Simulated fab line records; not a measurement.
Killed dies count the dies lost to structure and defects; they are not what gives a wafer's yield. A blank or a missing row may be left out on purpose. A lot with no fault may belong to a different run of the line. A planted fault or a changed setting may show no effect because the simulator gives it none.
Which of the tools did it? / flow gf180mcu / 12 lots with 36 wafers sampled at 5 steps, on a route of 602 steps

== WHAT THE GAUGES SHOWED, per wafer ==
GF_HV_LDD_THK_MEAS_55.
lot=L981; measured=day 12 20:41; on=film_metro-04; HV_LDD_CVD_54_THK (nm)=10.07 10.13 9.90
lot=L982; measured=day 12 20:41; on=film_metro-01; HV_LDD_CVD_54_THK (nm)=9.97 9.96 9.98
lot=L983; measured=day 13 11:11; on=film_metro-04; HV_LDD_CVD_54_THK (nm)=10.14 9.99 10.00
lot=L984; measured=day 14 00:33; on=film_metro-02; HV_LDD_CVD_54_THK (nm)=10.13 10.12 10.08
lot=L989; measured=day 15 13:08; on=film_metro-04; HV_LDD_CVD_54_THK (nm)=10.08 10.38 10.18
lot=L992; measured=day 16 13:57; on=film_metro-01; HV_LDD_CVD_54_THK (nm)=10.11 10.25 10.06
lot=L993; measured=day 16 16:30; on=film_metro-04; HV_LDD_CVD_54_THK (nm)=10.01 10.17 10.20
lot=L994; measured=day 17 06:23; on=film_metro-01; HV_LDD_CVD_54_THK (nm)=9.95 10.03 9.99
lot=L995; measured=day 17 13:55; on=film_metro-04; HV_LDD_CVD_54_THK (nm)=9.91 9.98 9.83
lot=L998; measured=day 18 12:27; on=film_metro-01; HV_LDD_CVD_54_THK (nm)=10.10 10.00 9.94
lot=L102; measured=day 19 19:41; on=film_metro-04; HV_LDD_CVD_54_THK (nm)=10.08 10.06 10.03
lot=L103; measured=day 20 06:27; on=film_metro-02; HV_LDD_CVD_54_THK (nm)=9.93 9.91 9.86

GF_PSD_RS_MEAS_14: uses a four-point probe to measure.
lot=L981; measured=day 14 15:38; on=film_metro-03; NSD_RS (ohm/sq)=46.14 46.11 46.10
lot=L982; measured=day 14 16:14; on=film_metro-03; NSD_RS (ohm/sq)=45.95 46.13 46.03
lot=L983; measured=day 15 06:54; on=film_metro-03; NSD_RS (ohm/sq)=46.15 46.24 46.12
lot=L984; measured=day 15 21:45; on=film_metro-03; NSD_RS (ohm/sq)=46.13 46.11 46.03
lot=L989; measured=day 17 12:49; on=film_metro-03; NSD_RS (ohm/sq)=46.04 46.06 46.21
lot=L992; measured=day 18 15:31; on=film_metro-04; NSD_RS (ohm/sq)=45.98 46.11 46.11
lot=L993; measured=day 18 17:00; on=film_metro-04; NSD_RS (ohm/sq)=46.13 45.93 46.09
lot=L994; measured=day 19 08:42; on=film_metro-03; NSD_RS (ohm/sq)=46.12 46.13 46.07
lot=L995; measured=day 19 18:17; on=film_metro-04; NSD_RS (ohm/sq)=47.61 47.61 47.66
lot=L998; measured=day 20 15:15; on=film_metro-04; NSD_RS (ohm/sq)=47.47 47.42 47.46
lot=L102; measured=day 21 22:22; on=film_metro-01; NSD_RS (ohm/sq)=46.05 46.10 46.11
lot=L103; measured=day 22 08:28; on=film_metro-01; NSD_RS (ohm/sq)=46.12 46.12 46.18

== EACH LOT AND THE TOOL THAT RAN IT (in order: tool; ch and the chambers of the sampled wafers; start) ==
lot=L981; GF_HV_LDD_RTA_52=rtp_anneal-01 ch 0, day 12 18:10; GF_NSD_IMPLANT_09=implanter-04 ch 0, day 13 18:17; GF_NSD_STRIP_11=plasma_asher-01 ch 0,1, day 13 18:34
lot=L982; GF_HV_LDD_RTA_52=rtp_anneal-02 ch 0, day 12 19:14; GF_NSD_IMPLANT_09=implanter-02 ch 0, day 13 18:48; GF_NSD_STRIP_11=plasma_asher-01 ch 0,1, day 13 19:05
lot=L983; GF_HV_LDD_RTA_52=rtp_anneal-01 ch 0, day 13 09:58; GF_NSD_IMPLANT_09=implanter-04 ch 0, day 14 09:08; GF_NSD_STRIP_11=plasma_asher-01 ch 0,1, day 14 09:26
lot=L984; GF_HV_LDD_RTA_52=rtp_anneal-01 ch 0, day 13 23:20; GF_NSD_IMPLANT_09=implanter-02 ch 0, day 14 23:26; GF_NSD_STRIP_11=plasma_asher-02 ch 0,1, day 14 23:44
lot=L989; GF_HV_LDD_RTA_52=rtp_anneal-02 ch 0, day 15 11:55; GF_NSD_IMPLANT_09=implanter-04 ch 0, day 16 13:14; GF_NSD_STRIP_11=plasma_asher-04 ch 0,1, day 16 13:32
lot=L992; GF_HV_LDD_RTA_52=rtp_anneal-01 ch 0, day 16 12:45; GF_NSD_IMPLANT_09=implanter-02 ch 0, day 17 14:56; GF_NSD_STRIP_11=plasma_asher-04 ch 0,1, day 17 15:11
lot=L993; GF_HV_LDD_RTA_52=rtp_anneal-01 ch 0, day 16 15:17; GF_NSD_IMPLANT_09=implanter-04 ch 0, day 17 16:34; GF_NSD_STRIP_11=plasma_asher-02 ch 0,1, day 17 16:52
lot=L994; GF_HV_LDD_RTA_52=rtp_anneal-02 ch 0, day 17 03:47; GF_NSD_IMPLANT_09=implanter-04 ch 0, day 18 07:58; GF_NSD_STRIP_11=plasma_asher-02 ch 0,1, day 18 08:16
lot=L995; GF_HV_LDD_RTA_52=rtp_anneal-01 ch 0, day 17 12:43; GF_NSD_IMPLANT_09=implanter-04 ch 0, day 18 15:19; GF_NSD_STRIP_11=plasma_asher-04 ch 0,1, day 18 15:37
lot=L998; GF_HV_LDD_RTA_52=rtp_anneal-01 ch 0, day 18 11:15; GF_NSD_IMPLANT_09=implanter-04 ch 0, day 19 14:15; GF_NSD_STRIP_11=plasma_asher-01 ch 1, day 19 14:31
lot=L102; GF_HV_LDD_RTA_52=rtp_anneal-01 ch 0, day 19 18:10; GF_NSD_IMPLANT_09=implanter-02 ch 0, day 20 22:08; GF_NSD_STRIP_11=plasma_asher-01 ch 0,1, day 20 22:26
lot=L103; GF_HV_LDD_RTA_52=rtp_anneal-01 ch 0, day 20 05:15; GF_NSD_IMPLANT_09=implanter-02 ch 0, day 21 07:54; GF_NSD_STRIP_11=plasma_asher-02 ch 0,1, day 21 08:10
- GF_HV_LDD_RTA_52: time 10 s.
- GF_NSD_IMPLANT_09
- GF_NSD_STRIP_11: strips in O2/N2.

== WHAT THE TOOLS THEMSELVES READ (means of the sampled wafers that have a number; where no wafer has one, the mark that the record gives instead) ==
GF_HV_LDD_RTA_52.
lot=L981; tool=rtp_anneal-01; lamp_power_pct (%)=35.2; wafer_temp_C_max=1005.2
lot=L982; tool=rtp_anneal-02; lamp_power_pct (%)=37.3; wafer_temp_C_max=1004.4
lot=L983; tool=rtp_anneal-01; lamp_power_pct (%)=35.1; wafer_temp_C_max=1003.4
lot=L984; tool=rtp_anneal-01; lamp_power_pct (%)=35.1; wafer_temp_C_max=1003.9
lot=L989; tool=rtp_anneal-02; lamp_power_pct (%)=37.3; wafer_temp_C_max=1005.0
lot=L992; tool=rtp_anneal-01; lamp_power_pct (%)=35.1; wafer_temp_C_max=1004.4
lot=L993; tool=rtp_anneal-01; lamp_power_pct (%)=35.1; wafer_temp_C_max=1003.6
lot=L994; tool=rtp_anneal-02; lamp_power_pct (%)=37.3; wafer_temp_C_max=1005.1
lot=L995; tool=rtp_anneal-01; lamp_power_pct (%)=35.1; wafer_temp_C_max=1004.0
lot=L998; tool=rtp_anneal-01; lamp_power_pct (%)=35.1; wafer_temp_C_max=1004.5
lot=L102; tool=rtp_anneal-01; lamp_power_pct (%)=35.1; wafer_temp_C_max=1003.3
lot=L103; tool=rtp_anneal-01; lamp_power_pct (%)=35.1; wafer_temp_C_max=1003.4

GF_NSD_IMPLANT_09.
lot=L981 tool=implanter-04 beam_energy_keV=60.006
lot=L982 tool=implanter-02 beam_energy_keV=59.986
lot=L983 tool=implanter-04 beam_energy_keV=59.998
lot=L984 tool=implanter-02 beam_energy_keV=59.987
lot=L989 tool=implanter-04 beam_energy_keV=59.995
lot=L992 tool=implanter-02 beam_energy_keV=59.990
lot=L993 tool=implanter-04 beam_energy_keV=60.015
lot=L994 tool=implanter-04 beam_energy_keV=60.003
lot=L995 tool=implanter-04 beam_energy_keV=54.713
lot=L998 tool=implanter-04 beam_energy_keV=54.755
lot=L102 tool=implanter-02 beam_energy_keV=59.992
lot=L103 tool=implanter-02 beam_energy_keV=60.006

GF_NSD_STRIP_11.
lot=L981; tool=plasma_asher-01; drypump_motor_current_A (A)=5.8; heater_power_w (W)=330; oes_product_au (a.u.)=0.487; strip_time_to_endpoint_s (s)=22.92
lot=L982; tool=plasma_asher-01; drypump_motor_current_A (A)=6.1; heater_power_w (W)=340; oes_product_au (a.u.)=0.489; strip_time_to_endpoint_s (s)=22.95
lot=L983; tool=plasma_asher-01; drypump_motor_current_A (A)=6.1; heater_power_w (W)=337; oes_product_au (a.u.)=0.481; strip_time_to_endpoint_s (s)=22.92
lot=L984; tool=plasma_asher-02; drypump_motor_current_A (A)=5.7; heater_power_w (W)=298; oes_product_au (a.u.)=0.488; strip_time_to_endpoint_s (s)=22.96
lot=L989; tool=plasma_asher-04; drypump_motor_current_A (A)=5.5; heater_power_w (W)=314; oes_product_au (a.u.)=0.489; strip_time_to_endpoint_s (s)=22.97
lot=L992; tool=plasma_asher-04; drypump_motor_current_A (A)=5.5; heater_power_w (W)=311; oes_product_au (a.u.)=0.489; strip_time_to_endpoint_s (s)=22.99
lot=L993; tool=plasma_asher-02; drypump_motor_current_A (A)=5.7; heater_power_w (W)=299; oes_product_au (a.u.)=0.491; strip_time_to_endpoint_s (s)=23.02
lot=L994; tool=plasma_asher-02; drypump_motor_current_A (A)=5.7; heater_power_w (W)=298; oes_product_au (a.u.)=0.483; strip_time_to_endpoint_s (s)=22.96
lot=L995; tool=plasma_asher-04; drypump_motor_current_A (A)=5.3; heater_power_w (W)=281; oes_product_au (a.u.)=0.495; strip_time_to_endpoint_s (s)=22.32
lot=L998; tool=plasma_asher-01; drypump_motor_current_A (A)=6.3; heater_power_w (W)=336; oes_product_au (a.u.)=0.494; strip_time_to_endpoint_s (s)=22.25
lot=L102; tool=plasma_asher-01; drypump_motor_current_A (A)=5.8; heater_power_w (W)=325; oes_product_au (a.u.)=0.488; strip_time_to_endpoint_s (s)=23.00
lot=L103; tool=plasma_asher-02; drypump_motor_current_A (A)=5.9; heater_power_w (W)=289; oes_product_au (a.u.)=0.493; strip_time_to_endpoint_s (s)=22.99

== THE ANSWER, worked out from the rows above alone ==
Rule: the usual values come from the lots themselves. Put in order of their means at a reading, lots are off if they are a third of the lots or fewer, leave a main group of 4 or more, and stand apart from it by a gap of 3 or more times the standard deviation of the main group's means; of several such gaps the widest counts. Not used: any main group whose means are identical at the precision the tables above print for the reading. A lot without any number at a reading at which 4 lots or more have one is off too. The other lots that the step has rows for count as sound. After the gauges, taken in route order, come the tools' own readings; for these a lot's mean is taken, as printed above. The first step at which some lot is off is used, and at that step the reading that is off furthest; a lot without a number counts as furthest.
Off: at GF_PSD_RS_MEAS_14 (NSD_RS), L995, L998. The main group: mean 46.10 ohm/sq, standard deviation 0.038.
If a tool, at a process step before that reading, ran all the lots that are off and no sound lot after the first of them, it fits. Not tried: the gauges at GF_PSD_RS_MEAS_14; whatever is off there is also off at GF_NSD_IMPLANT_09, on other tools, and gauge error can't account for it. One candidate fits, namely implanter-04 at GF_NSD_IMPLANT_09. A fault onset in the window from L994 (day 18 07:58, its last sound lot) to L995 (day 18 15:19, its first lot off) fits.
The tool's own readings at GF_NSD_IMPLANT_09 bear it out: on the lots that are off they differ by more than 5 times the standard deviation of the sound lots' means. beam_energy_keV reads 54.734 there against 59.998 on the sound lots.

== WHAT WAS PUT IN BY THE SIMULATOR ==
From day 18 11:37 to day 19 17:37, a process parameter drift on implanter-04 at GF_NSD_IMPLANT_09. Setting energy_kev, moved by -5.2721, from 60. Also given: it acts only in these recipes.
Shown lots that were struck: L995, L998. The same result came from the rule above.
